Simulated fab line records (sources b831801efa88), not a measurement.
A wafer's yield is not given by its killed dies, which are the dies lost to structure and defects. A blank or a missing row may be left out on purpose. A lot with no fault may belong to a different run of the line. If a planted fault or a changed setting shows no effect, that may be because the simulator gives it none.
Which of the tools did it? || flow gf180mcu || 11 lots, 33 wafers sampled, at 5 steps of a route of 602

== WHAT THE GAUGES SHOWED, per wafer ==
GF_M2_THK_MEAS_06: measures by xrf. Usual: M2_ALCU_THK typically reads 445 nm, with standard deviation 8.2.
{"lot": "L485", "measured": "day 17 18:40", "on": "filmMetro-01", "M2_ALCU_THK (nm)": "444 448 446", "flag": ""}
{"lot": "L489", "measured": "day 20 04:03", "on": "filmMetro-02", "M2_ALCU_THK (nm)": "441 445 438", "flag": ""}
{"lot": "L495", "measured": "day 22 09:01", "on": "filmMetro-03", "M2_ALCU_THK (nm)": "451 447 440", "flag": ""}
{"lot": "L496", "measured": "day 22 14:44", "on": "filmMetro-02", "M2_ALCU_THK (nm)": "433 433 435", "flag": ""}
{"lot": "L497", "measured": "day 22 16:16", "on": "filmMetro-02", "M2_ALCU_THK (nm)": "453 451 441", "flag": ""}
{"lot": "L501", "measured": "day 24 05:49", "on": "filmMetro-02", "M2_ALCU_THK (nm)": "431 437 443", "flag": ""}
{"lot": "L502", "measured": "day 24 10:29", "on": "filmMetro-02", "M2_ALCU_THK (nm)": "448 446 435", "flag": ""}
{"lot": "L505", "measured": "day 25 10:35", "on": "filmMetro-02", "M2_ALCU_THK (nm)": "459 456 448", "flag": ""}
{"lot": "L506", "measured": "day 25 14:54", "on": "filmMetro-03", "M2_ALCU_THK (nm)": "445 434 433", "flag": ""}
{"lot": "L507", "measured": "day 25 22:13", "on": "filmMetro-02", "M2_ALCU_THK (nm)": "439 439 449", "flag": ""}
{"lot": "L508", "measured": "day 26 07:23", "on": "filmMetro-03", "M2_ALCU_THK (nm)": "467 458 454", "flag": ""}

GF_V2_RS_MEAS_24: the measuring method here is four-point-probe. Usual: V2_W_RS typically reads 0.327 ohm/sq, with standard deviation 0.0038.
{"lot": "L485", "measured": "day 19 19:41", "on": "filmMetro-03", "V2_W_RS (ohm/sq)": "0.325 0.326 0.331", "flag": ""}
{"lot": "L489", "measured": "day 22 04:26", "on": "filmMetro-01", "V2_W_RS (ohm/sq)": "0.326 0.324 0.329", "flag": ""}
{"lot": "L495", "measured": "day 24 08:22", "on": "filmMetro-01", "V2_W_RS (ohm/sq)": "0.323 0.321 0.322", "flag": ""}
{"lot": "L496", "measured": "day 24 14:22", "on": "filmMetro-03", "V2_W_RS (ohm/sq)": "0.325 0.321 0.326", "flag": ""}
{"lot": "L497", "measured": "day 24 15:21", "on": "filmMetro-04", "V2_W_RS (ohm/sq)": "0.322 0.320 0.322", "flag": ""}
{"lot": "L501", "measured": "day 26 03:38", "on": "filmMetro-01", "V2_W_RS (ohm/sq)": "0.319 0.325 0.321", "flag": ""}
{"lot": "L502", "measured": "day 26 07:24", "on": "filmMetro-04", "V2_W_RS (ohm/sq)": "0.330 0.332 0.323", "flag": ""}
{"lot": "L505", "measured": "day 27 05:27", "on": "filmMetro-03", "V2_W_RS (ohm/sq)": "0.331 0.331 0.330", "flag": ""}
{"lot": "L506", "measured": "day 27 10:04", "on": "filmMetro-04", "V2_W_RS (ohm/sq)": "0.345 0.325 0.326", "flag": ""}
{"lot": "L507", "measured": "day 27 16:46", "on": "filmMetro-03", "V2_W_RS (ohm/sq)": "0.327 0.346 0.328", "flag": ""}
{"lot": "L508", "measured": "day 28 01:19", "on": "filmMetro-03", "V2_W_RS (ohm/sq)": "0.326 0.325 0.325", "flag": ""}

GF_V2_THK_MEAS_25: measures by xrf. Usual: V2_W_THK typically reads 357 nm, with standard deviation 5.6.
{"lot": "L485", "measured": "day 19 19:47", "on": "filmMetro-03", "V2_W_THK (nm)": "359 360 355", "flag": ""}
{"lot": "L489", "measured": "day 22 04:33", "on": "filmMetro-01", "V2_W_THK (nm)": "358 359 353", "flag": ""}
{"lot": "L495", "measured": "day 24 08:29", "on": "filmMetro-01", "V2_W_THK (nm)": "363 366 362", "flag": ""}
{"lot": "L496", "measured": "day 24 14:29", "on": "filmMetro-03", "V2_W_THK (nm)": "360 365 359", "flag": ""}
{"lot": "L497", "measured": "day 24 15:28", "on": "filmMetro-04", "V2_W_THK (nm)": "360 366 362", "flag": ""}
{"lot": "L501", "measured": "day 26 03:45", "on": "filmMetro-01", "V2_W_THK (nm)": "364 355 362", "flag": ""}
{"lot": "L502", "measured": "day 26 07:31", "on": "filmMetro-04", "V2_W_THK (nm)": "347 348 357", "flag": ""}
{"lot": "L505", "measured": "day 27 05:34", "on": "filmMetro-03", "V2_W_THK (nm)": "355 357 356", "flag": ""}
{"lot": "L506", "measured": "day 27 10:11", "on": "filmMetro-04", "V2_W_THK (nm)": "334 355 354", "flag": ""}
{"lot": "L507", "measured": "day 27 16:53", "on": "filmMetro-03", "V2_W_THK (nm)": "362 343 361", "flag": ""}
{"lot": "L508", "measured": "day 28 01:26", "on": "filmMetro-03", "V2_W_THK (nm)": "363 364 363", "flag": ""}

== TOOL THAT RAN EACH LOT (tool first, then ch and the chambers of the sampled wafers, then the start) ==
{"lot": "L485", "GF_V2_ETCH_16": "rieDiel-01 ch 0,1,3, day 19 18:47", "GF_V2_CVD_23": "cvdW-02 ch 0,1, day 19 19:33"}
{"lot": "L489", "GF_V2_ETCH_16": "rieDiel-03 ch 1,2,3, day 22 03:34", "GF_V2_CVD_23": "cvdW-02 ch 0,1, day 22 04:19"}
{"lot": "L495", "GF_V2_ETCH_16": "rieDiel-04 ch 0,3, day 24 07:29", "GF_V2_CVD_23": "cvdW-01 ch 0,1, day 24 08:14"}
{"lot": "L496", "GF_V2_ETCH_16": "rieDiel-01 ch 0,1,2, day 24 13:29", "GF_V2_CVD_23": "cvdW-01 ch 0,1, day 24 14:16"}
{"lot": "L497", "GF_V2_ETCH_16": "rieDiel-03 ch 0,2,3, day 24 14:28", "GF_V2_CVD_23": "cvdW-01 ch 1, day 24 15:13"}
{"lot": "L501", "GF_V2_ETCH_16": "rieDiel-03 ch 0,1,2, day 26 02:46", "GF_V2_CVD_23": "cvdW-01 ch 0,1, day 26 03:31"}
{"lot": "L502", "GF_V2_ETCH_16": "rieDiel-04 ch 0,2,3, day 26 06:31", "GF_V2_CVD_23": "cvdW-01 ch 0,1, day 26 07:16"}
{"lot": "L505", "GF_V2_ETCH_16": "rieDiel-03 ch 0,1,3, day 27 04:34", "GF_V2_CVD_23": "cvdW-01 ch 0,1, day 27 05:19"}
{"lot": "L506", "GF_V2_ETCH_16": "rieDiel-03 ch 1,2,3, day 27 09:11", "GF_V2_CVD_23": "cvdW-01 ch 0,1, day 27 09:56"}
{"lot": "L507", "GF_V2_ETCH_16": "rieDiel-04 ch 2,3, day 27 15:53", "GF_V2_CVD_23": "cvdW-01 ch 0,1, day 27 16:38"}
{"lot": "L508", "GF_V2_ETCH_16": "rieDiel-03 ch 1,2, day 28 00:26", "GF_V2_CVD_23": "cvdW-02 ch 0,1, day 28 01:12"}
- GF_V2_ETCH_16: etches BARC in N2/H2.
- GF_V2_CVD_23: deposits W, target thk 350 nm, time 104.94 s.

== WHAT THE TOOLS THEMSELVES READ (means of the sampled wafers that have a number; where no wafer has one, the mark that the record gives instead) ==
GF_V2_ETCH_16. Usual: drypumpMotorCurrentA 5.7 A, standard deviation 0.45; oesProductAu 0.855 a.u., standard deviation 0.0043; throttleValvePct 13.225 %, standard deviation 0.0083.
{"lot": "L485", "tool": "rieDiel-01", "drypumpMotorCurrentA (A)": 5.8, "oesProductAu (a.u.)": 0.852, "throttleValvePct (%)": 13.223, "flag": ""}
{"lot": "L489", "tool": "rieDiel-03", "drypumpMotorCurrentA (A)": 5.7, "oesProductAu (a.u.)": 0.856, "throttleValvePct (%)": 13.224, "flag": ""}
{"lot": "L495", "tool": "rieDiel-04", "drypumpMotorCurrentA (A)": 5.7, "oesProductAu (a.u.)": 0.854, "throttleValvePct (%)": 13.231, "flag": ""}
{"lot": "L496", "tool": "rieDiel-01", "drypumpMotorCurrentA (A)": 5.8, "oesProductAu (a.u.)": 0.852, "throttleValvePct (%)": 13.222, "flag": ""}
{"lot": "L497", "tool": "rieDiel-03", "drypumpMotorCurrentA (A)": 5.9, "oesProductAu (a.u.)": 0.855, "throttleValvePct (%)": 13.224, "flag": ""}
{"lot": "L501", "tool": "rieDiel-03", "drypumpMotorCurrentA (A)": 5.9, "oesProductAu (a.u.)": 0.854, "throttleValvePct (%)": 13.230, "flag": ""}
{"lot": "L502", "tool": "rieDiel-04", "drypumpMotorCurrentA (A)": 5.8, "oesProductAu (a.u.)": 0.854, "throttleValvePct (%)": 13.221, "flag": ""}
{"lot": "L505", "tool": "rieDiel-03", "drypumpMotorCurrentA (A)": 5.6, "oesProductAu (a.u.)": 0.851, "throttleValvePct (%)": 13.223, "flag": ""}
{"lot": "L506", "tool": "rieDiel-03", "drypumpMotorCurrentA (A)": 5.7, "oesProductAu (a.u.)": 0.859, "throttleValvePct (%)": 13.220, "flag": ""}
{"lot": "L507", "tool": "rieDiel-04", "drypumpMotorCurrentA (A)": 5.9, "oesProductAu (a.u.)": 0.856, "throttleValvePct (%)": 13.232, "flag": ""}
{"lot": "L508", "tool": "rieDiel-03", "drypumpMotorCurrentA (A)": 6.0, "oesProductAu (a.u.)": 0.856, "throttleValvePct (%)": 13.228, "flag": ""}

GF_V2_CVD_23. Usual: heaterPowerW 796 W, standard deviation 32; susceptorTempC 400.02 C, standard deviation 0.25.
{"lot": "L485", "tool": "cvdW-02", "heaterPowerW (W)": 808, "susceptorTempC (C)": 400.03, "flag": ""}
{"lot": "L489", "tool": "cvdW-02", "heaterPowerW (W)": 794, "susceptorTempC (C)": 399.80, "flag": ""}
{"lot": "L495", "tool": "cvdW-01", "heaterPowerW (W)": 795, "susceptorTempC (C)": 400.32, "flag": ""}
{"lot": "L496", "tool": "cvdW-01", "heaterPowerW (W)": 776, "susceptorTempC (C)": 399.97, "flag": ""}
{"lot": "L497", "tool": "cvdW-01", "heaterPowerW (W)": 766, "susceptorTempC (C)": 400.27, "flag": ""}
{"lot": "L501", "tool": "cvdW-01", "heaterPowerW (W)": 784, "susceptorTempC (C)": 400.22, "flag": ""}
{"lot": "L502", "tool": "cvdW-01", "heaterPowerW (W)": 795, "susceptorTempC (C)": 400.07, "flag": ""}
{"lot": "L505", "tool": "cvdW-01", "heaterPowerW (W)": 792, "susceptorTempC (C)": 400.35, "flag": ""}
{"lot": "L506", "tool": "cvdW-01", "heaterPowerW (W)": 775, "susceptorTempC (C)": 399.06, "flag": "OFF"}
{"lot": "L507", "tool": "cvdW-01", "heaterPowerW (W)": 775, "susceptorTempC (C)": 398.87, "flag": "OFF"}
{"lot": "L508", "tool": "cvdW-02", "heaterPowerW (W)": 823, "susceptorTempC (C)": 400.20, "flag": ""}

== THE ANSWER, worked out from the rows above alone ==
Rule: a lot counts as off when the mean over its wafers that have a number is more than 3 standard deviations away from the usual mean. Also off: a lot with no number at a reading for which 4 or more lots have one. The other lots that the step has rows for count as sound. Order of review: gauges by route order, followed by the tools' own readings, for which a lot's mean as printed above is used. At the first step where some lot is off, the reading lying furthest off is the one used; lots without a number count as furthest.
Off, at GF_V2_CVD_23 on susceptorTempC: L506, L507.
If a tool, at that step or one of the process steps before it, ran each lot that is off and ran no sound lot following the first of them, it fits. One candidate fits, namely cvdW-01 at GF_V2_CVD_23. A fault onset in the window from L505 (day 27 05:19, its last sound lot) to L506 (day 27 09:56, its first lot off) fits.
On the lots that are off, the tool's own readings at GF_V2_CVD_23 differ by more than 5 times the standard deviation of the sound lots' means, which bears it out; susceptorTempC reads 398.97 C there versus 400.14 C on the sound lots.

== WHAT HAD BEEN PUT IN BY THE SIMULATOR ==
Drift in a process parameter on cvdW-01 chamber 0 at GF_V2_CVD_23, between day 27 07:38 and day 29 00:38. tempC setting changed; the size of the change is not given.
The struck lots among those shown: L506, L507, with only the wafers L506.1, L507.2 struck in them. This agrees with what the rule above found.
